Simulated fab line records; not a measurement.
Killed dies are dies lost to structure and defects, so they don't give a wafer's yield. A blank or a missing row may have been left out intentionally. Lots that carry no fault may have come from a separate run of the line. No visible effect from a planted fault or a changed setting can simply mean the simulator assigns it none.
Lot-split experiment -- flow sky130 -- 5 lots, 23 wafers read, on a route of 708 steps

## ABOUT THE SPLIT
At SKY_METAL3_EXPOSE_10 (exposes mask MM3, target cd 300 nm), the setting dose-mj was moved away from the recipe's 28 on 10 of the 23 wafers read, by -7.2% to +4.2%. The other wafers ran this setting at the recipe's value.

## FROM THE SPLIT TO THE READING: what the file shows between them, 2 steps
- SKY_METAL3_PEB_11
- SKY_METAL3_DEVELOP_12: develop time 60 s

## THE READING
cd-nm (nm) at SKY_METAL3_CD_MEAS_13, where the cd target is 300 nm. On this fab line, fault-free wafers typically give 300.2 nm with a standard deviation of 1.3 nm.

wafer,"tool, chamber at the split",dose-mj as run,against the recipe,"cd-nm, nm",against lot-mates on the recipe
L074.1,"krf-scanner-02, 0",26.02,-7.1%,314.6,+13.5
L074.3,"krf-scanner-02, 0",28,recipe,301.3,-
L074.4,"krf-scanner-02, 0",26.02,-7.1%,313.4,+12.3
L074.5,"krf-scanner-02, 0",26.02,-7.1%,312.4,+11.3
L074.6,"krf-scanner-02, 0",28,recipe,300.9,-
L080.1,"krf-scanner-02, 0",28,recipe,297.1,-
L080.2,"krf-scanner-02, 0",27.03,-3.5%,303.6,+6.5
L080.3,"krf-scanner-02, 0",27.03,-3.5%,303.0,+5.9
L080.4,"krf-scanner-02, 0",28,recipe,297.2,-
L080.5,"krf-scanner-02, 0",27.03,-3.5%,304.6,+7.5
L081.1,"krf-scanner-01, 0",28,recipe,300.4,-
L081.3,"krf-scanner-01, 0",28,recipe,300.3,-
L081.6,"krf-scanner-01, 0",28,recipe,299.6,-
L083.1,"krf-scanner-02, 0",29.17,+4.2%,294.3,-6.3
L083.2,"krf-scanner-02, 0",29.17,+4.2%,294.0,-6.6
L083.3,"krf-scanner-02, 0",28,recipe,299.6,-
L083.4,"krf-scanner-02, 0",28,recipe,301.0,-
L083.6,"krf-scanner-02, 0",28,recipe,301.2,-
L085.1,"krf-scanner-02, 0",28,recipe,299.6,-
L085.2,"krf-scanner-02, 0",28,recipe,300.2,-
L085.3,"krf-scanner-02, 0",28,recipe,300.1,-
L085.4,"krf-scanner-02, 0",25.98,-7.2%,312.1,+12.1
L085.5,"krf-scanner-02, 0",25.98,-7.2%,312.4,+12.4

THE FIT
A straight line over all 23 wafers: cd-nm changes by -1.7 nm for each +1% of dose-mj; r = -0.97; the points scatter about the line by 1.5 nm.
The same after taking each lot's own level away (the mean of its wafers on the recipe; 23 wafers): -1.71 nm for each +1%; r = -0.99; scatter 0.61 nm.
On that fit, the largest move of dose-mj shifts the reading by 12 nm.
From 297.15 to 301.10 nm: that is the span of the lots' own levels, equal to 3.0 times the standard deviation above.
The two slopes agree, so the slope changes little with the lot-to-lot level.
Check: with one of the wafers moved furthest among these (-7.2%) left out of the fit, the line predicts +12.6 nm for it against its lot-mates. Against them it came out at +12.1 nm.

## THE WHOLE CHAIN: every reading that the file lists as answering this split, in the file's order
step,what it does,reading,change (the file's fit),r (the file's)
SKY_METAL3_CD_MEAS_13,target cd 300 nm,cd-nm,-1.72 nm for each +1% of the setting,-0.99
SKY_METAL3_DESCUM_15,"chemistry O2, time 8 s","METAL3.cd-nm (the simulator's own value, which no gauge read)",-1.7 nm for each +1% of the setting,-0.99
SKY_METAL3_ETCH_16,"etches BARC in N2/H2, stops on SiO2, time 88.2 s, target depth 60 nm","METAL3.cd-nm (the simulator's own value, which no gauge read)",-1.6 nm for each +1% of the setting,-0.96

## THE FILE'S OWN FIT
cd-nm changes by -1.72 nm for each +1% of dose-mj, r = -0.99.
